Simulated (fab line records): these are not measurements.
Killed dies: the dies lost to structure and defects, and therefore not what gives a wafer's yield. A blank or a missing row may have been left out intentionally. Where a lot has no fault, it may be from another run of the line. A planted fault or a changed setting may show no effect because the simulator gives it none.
A struck lot beside a sound one || flow sky130 || 14 steps out of a route of 708
Sound: the wafers L568.1, L568.4, L568.6. Struck: wafer L576.4; the same lot's L576.2 was not struck, so it is left out; see the end for the cause.
Per side, at each step with rows, come the tool, then ch with its chambers, and then its first start. Under that, the readings that differ: sound wafers || struck wafers || difference of the means || sigmas: that difference in standard deviations of wafers without a fault.
alike: a reading whose means differ by less than 2 such deviations, as well as words and numbers matching on both sides. not compared: withheld readings; readings where some wafer has no value; bounds like >300 that might hide an equal value; numbers whose values overlap and for which the record gives no deviation.
The two part at a step that has a row with sigmas, a row that says differs or no value, or rows on one side only. Non-overlapping numbers with no deviation appear without sigmas and do not part them. A reading that every wafer of one side lacks parts them only if that side has two wafers or more.

first, 4 steps without rows for these wafers: SKY_LI_CONTACT_SOFTBAKE_08 (time 90 s); SKY_LI_CONTACT_EXPOSE_09 (exposes mask LICM1, target cd 170 nm); SKY_LI_CONTACT_PEB_10; SKY_LI_CONTACT_DEVELOP_11 (develop time 60 s).
SKY_LI_CONTACT_CD_MEAS_12: target cd 170 nm.
  sound: cd_sem-01 at day 33 09:13; struck: cd_sem-01 at day 35 23:11
  alike: cd_nm
SKY_LI_CONTACT_OVL_MEAS_13:
  sound: overlay-01 at day 33 09:20; struck: overlay-01 at day 35 23:17
  alike: LI_CONTACT_OVL
SKY_LI_CONTACT_ETCH_14: etches BARC in N2/H2, stops on SiO2, time 45.9 s, target depth 60 nm.
  sound on rie_diel-01 ch 0,2,3, day 33 09:22; struck on rie_diel-04 ch 1, day 35 23:19
  alike: drypump_motor_current_A, oes_product_au, rf_fwd_power_W, throttle_valve_pct
  not compared: rf_hours_counter_h
SKY_LI_CONTACT_ETCH_15: etches PSG in C4F8/O2/Ar, stops on Si, target depth 600 nm.
  sound on rie_diel-01 ch 0,2,3, day 33 09:24; struck on rie_diel-04 ch 1, day 35 23:22
  alike: oes_product_au, rf_fwd_power_W
SKY_LI_CONTACT_STRIP_16: strips in O2/N2.
  sound on plasma_asher-03 ch 0,1, day 33 09:29; struck on plasma_asher-04 ch 0, day 35 23:26
  alike: drypump_motor_current_A, oes_product_au, strip_time_to_endpoint_s
  not compared: rf_hours_counter_h
then, 2 steps without rows for these wafers: SKY_LI_CONTACT_CLEAN_17 (cleans in NMP, time 600 s); SKY_LI_CONTACT_PRE_CLEAN_18 (time 5.6 s).
SKY_LI_CONTACT_SPUTTER_19: material Ti, target thk 20 nm, time 106.37 s.
  sound: pvd_sputter-03 at day 33 09:48; struck: pvd_sputter-01 at day 35 23:45
  alike: throttle_valve_pct
SKY_LI_CONTACT_SPUTTER_20: material TiN, target thk 20 nm, time 80 s.
  sound: pvd_sputter-03 at day 33 09:53; struck: pvd_sputter-01 at day 35 23:50
{"reading": "model.TiN_of_LI_CONTACT_SPUTTER_20.thk_nm (nm)", "sound": "19.59 19.57 19.52", "struck": 11.97, "difference": -7.59, "sigmas": ""}
  alike: throttle_valve_pct
SKY_LI_CONTACT_CVD_21: deposits W, target thk 400 nm, time 120.56 s.
  sound on cvd_w-01 ch 0,1, day 33 09:56; struck on cvd_w-01 ch 1, day 35 23:53
  alike: heater_power_w, susceptor_temp_C
  not compared: since_wet_clean_h

== WHERE THEY PART ==
Nowhere in this record.

WHY: what the simulator had put in
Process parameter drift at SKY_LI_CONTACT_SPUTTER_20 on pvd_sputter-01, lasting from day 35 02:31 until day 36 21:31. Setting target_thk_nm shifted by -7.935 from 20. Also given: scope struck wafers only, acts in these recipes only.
